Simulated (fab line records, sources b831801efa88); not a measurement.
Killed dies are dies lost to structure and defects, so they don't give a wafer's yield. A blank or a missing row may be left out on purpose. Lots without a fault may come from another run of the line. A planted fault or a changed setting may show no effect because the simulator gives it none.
Which tool did it? | flow gf180mcu | 13 lots, 39 wafers sampled, at 5 steps of a route of 602

WHAT THE GAUGES READ, wafer by wafer
GF_HV_LDD_TW_MEAS_38. Usual: HV_LDD_3_TW 1435, standard deviation 6.9.
lot  | measured     | on            | HV_LDD_3_TW    | flag
L790 | day 11 22:22 | film_metro-02 | 1424 1429 1422 |
L791 | day 12 06:23 | film_metro-01 | 1433 1433 1436 |
L792 | day 12 09:59 | film_metro-03 | 1446 1444 1447 |
L793 | day 12 21:58 | film_metro-03 | 1437 1439 1450 |
L794 | day 13 02:44 | film_metro-02 | 1419 1426 1423 |
L795 | day 13 12:10 | film_metro-03 | 1441 1435 1436 |
L796 | day 13 17:53 | film_metro-01 | 1431 1439 1435 |
L798 | day 14 11:22 | film_metro-01 | 1447 1438 1433 |
L799 | day 14 20:07 | film_metro-01 | 1437 1440 1448 |
L806 | day 16 23:13 | film_metro-03 | 1409 1413 1415 | OFF
L808 | day 17 16:44 | film_metro-03 | 1438 1440 1431 |
L809 | day 18 03:27 | film_metro-02 | 1435 1441 1437 |
L810 | day 18 07:59 | film_metro-03 | 1437 1444 1443 |

GF_V2_RS_MEAS_24: measures by four-point-probe. Usual: V2_W_RS 0.316 ohm/sq, standard deviation 0.0041.
lot  | measured     | on            | V2_W_RS (ohm/sq)  | flag
L790 | day 20 16:37 | film_metro-02 | 0.310 0.309 0.315 |
L791 | day 21 04:31 | film_metro-02 | 0.319 0.318 0.317 |
L792 | day 21 06:26 | film_metro-01 | 0.315 0.313 0.315 |
L793 | day 22 00:12 | film_metro-03 | 0.315 0.317 0.314 |
L794 | day 22 06:38 | film_metro-02 | 0.317 0.318 0.317 |
L795 | day 22 16:08 | film_metro-03 | 0.313 0.315 0.309 |
L796 | day 22 20:32 | film_metro-02 | 0.320 0.318 0.319 |
L798 | day 23 17:23 | film_metro-01 | 0.318 0.319 0.319 |
L799 | day 24 02:46 | film_metro-02 | 0.316 0.314 0.310 |
L806 | day 26 05:10 | film_metro-03 | 0.318 0.319 0.316 |
L808 | day 26 20:35 | film_metro-01 | 0.318 0.321 0.321 |
L809 | day 27 03:25 | film_metro-02 | 0.315 0.317 0.318 |
L810 | day 27 08:38 | film_metro-01 | 0.312 0.307 0.311 |

WHICH TOOL RAN EACH LOT (tool, then ch and the chambers of the sampled wafers, then the start)
lot  | GF_HV_LDD_IMPLANT_35            | GF_V2_CMP_04                  | GF_V2_SPUTTER_22
L790 | implanter-03 ch 0, day 11 21:59 | cmp-02 ch 0,1,2, day 19 15:42 | pvd_sputter-01, day 20 16:26
L791 | implanter-01 ch 0, day 12 06:01 | cmp-01 ch 0,2,3, day 20 02:31 | pvd_sputter-01, day 21 04:20
L792 | implanter-01 ch 0, day 12 09:35 | cmp-01 ch 0,1,3, day 20 04:56 | pvd_sputter-01, day 21 06:17
L793 | implanter-01 ch 0, day 12 21:34 | cmp-02 ch 1,2, day 20 22:26   | pvd_sputter-04, day 22 00:02
L794 | implanter-01 ch 0, day 13 02:22 | cmp-01 ch 0,2,3, day 21 05:41 | pvd_sputter-01, day 22 06:27
L795 | implanter-01 ch 0, day 13 11:37 | cmp-01 ch 0,1, day 21 15:25   | pvd_sputter-01, day 22 15:58
L796 | implanter-01 ch 0, day 13 17:29 | cmp-01 ch 0,2,3, day 21 19:22 | pvd_sputter-01, day 22 20:23
L798 | implanter-03 ch 0, day 14 10:59 | cmp-02 ch 0,2, day 22 17:28   | pvd_sputter-04, day 23 17:12
L799 | implanter-01 ch 0, day 14 19:44 | cmp-01 ch 1,2, day 23 02:24   | pvd_sputter-01, day 24 02:28
L806 | implanter-01 ch 0, day 16 22:50 | cmp-02 ch 0,1, day 25 05:55   | pvd_sputter-02, day 26 04:59
L808 | implanter-03 ch 0, day 17 16:20 | cmp-02 ch 1,3, day 25 22:13   | pvd_sputter-01, day 26 20:14
L809 | implanter-02 ch 0, day 18 03:04 | cmp-01 ch 0,2, day 26 05:58   | pvd_sputter-04, day 27 03:14
L810 | implanter-02 ch 0, day 18 07:37 | cmp-02 ch 1,2,3, day 26 11:19 | pvd_sputter-02, day 27 08:28
- GF_HV_LDD_IMPLANT_35
- GF_V2_CMP_04: polishes SiO2.
- GF_V2_SPUTTER_22: material TiN, target thk 10 nm, time 40 s.

WHAT THE TOOLS THEMSELVES READ (means of the sampled wafers that have a number; where no wafer has one, the mark that the record gives instead)
GF_V2_CMP_04. Usual: motor_current_A 11.6 A, standard deviation 1.1; time_to_endpoint_s 77 s, standard deviation 5.
lot  | tool   | motor_current_A (A) | time_to_endpoint_s (s) | flag
L790 | cmp-02 | 11.9                | 75                     |
L791 | cmp-01 | 11.7                | 77                     |
L792 | cmp-01 | 11.2                | 74                     |
L793 | cmp-02 | 12.8                | 78                     |
L794 | cmp-01 | 11.8                | 73                     |
L795 | cmp-01 | 10.9                | 74                     |
L796 | cmp-01 | 12.0                | 76                     |
L798 | cmp-02 | 10.7                | 78                     |
L799 | cmp-01 | 10.9                | 77                     |
L806 | cmp-02 | 11.2                | 79                     |
L808 | cmp-02 | 12.6                | 79                     |
L809 | cmp-01 | 11.9                | 72                     |
L810 | cmp-02 | 12.0                | 79                     |

GF_V2_SPUTTER_22. Usual: throttle_valve_pct 29.6 %, standard deviation 1.4.
lot  | tool           | throttle_valve_pct (%) | flag
L790 | pvd_sputter-01 | 30.7                   |
L791 | pvd_sputter-01 | 30.1                   |
L792 | pvd_sputter-01 | 30.0                   |
L793 | pvd_sputter-04 | 29.4                   |
L794 | pvd_sputter-01 | 30.2                   |
L795 | pvd_sputter-01 | 28.3                   |
L796 | pvd_sputter-01 | 29.8                   |
L798 | pvd_sputter-04 | 30.3                   |
L799 | pvd_sputter-01 | 30.4                   |
L806 | pvd_sputter-02 | 30.1                   |
L808 | pvd_sputter-01 | 27.8                   |
L809 | pvd_sputter-04 | 29.3                   |
L810 | pvd_sputter-02 | 30.2                   |

THE ANSWER, worked out from the rows above alone
Rule: a lot is off if the mean of its wafers that have a number lies more than 3 standard deviations from the usual mean. A lot without any number at a reading at which 4 lots or more have one is off too. The other lots that the step has rows for count as sound. The gauges are gone through in route order, then the tools' own readings, and for those a lot's mean is taken as printed above. The first step at which some lot is off is used, and at that step the reading that is off furthest; a lot without a number counts as furthest.
Off: L806, at GF_HV_LDD_TW_MEAS_38 (HV_LDD_3_TW).
A tool fits if, at a process step before that reading, it ran every lot that is off, and no sound lot after the first of them. The gauges at GF_HV_LDD_TW_MEAS_38 are tried like those tools. One fits: implanter-01 at GF_HV_LDD_IMPLANT_35. Its last sound lot is L799 (day 14 19:44), its first lot that is off L806 (day 16 22:50): a fault that began between those two fits.

WHAT THE SIMULATOR HAD PUT IN
Process parameter drift: implanter-01, from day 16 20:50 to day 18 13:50, at GF_HV_LDD_IMPLANT_35. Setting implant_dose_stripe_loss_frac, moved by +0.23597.
Lots struck among those shown: L806. The rule above found the same.
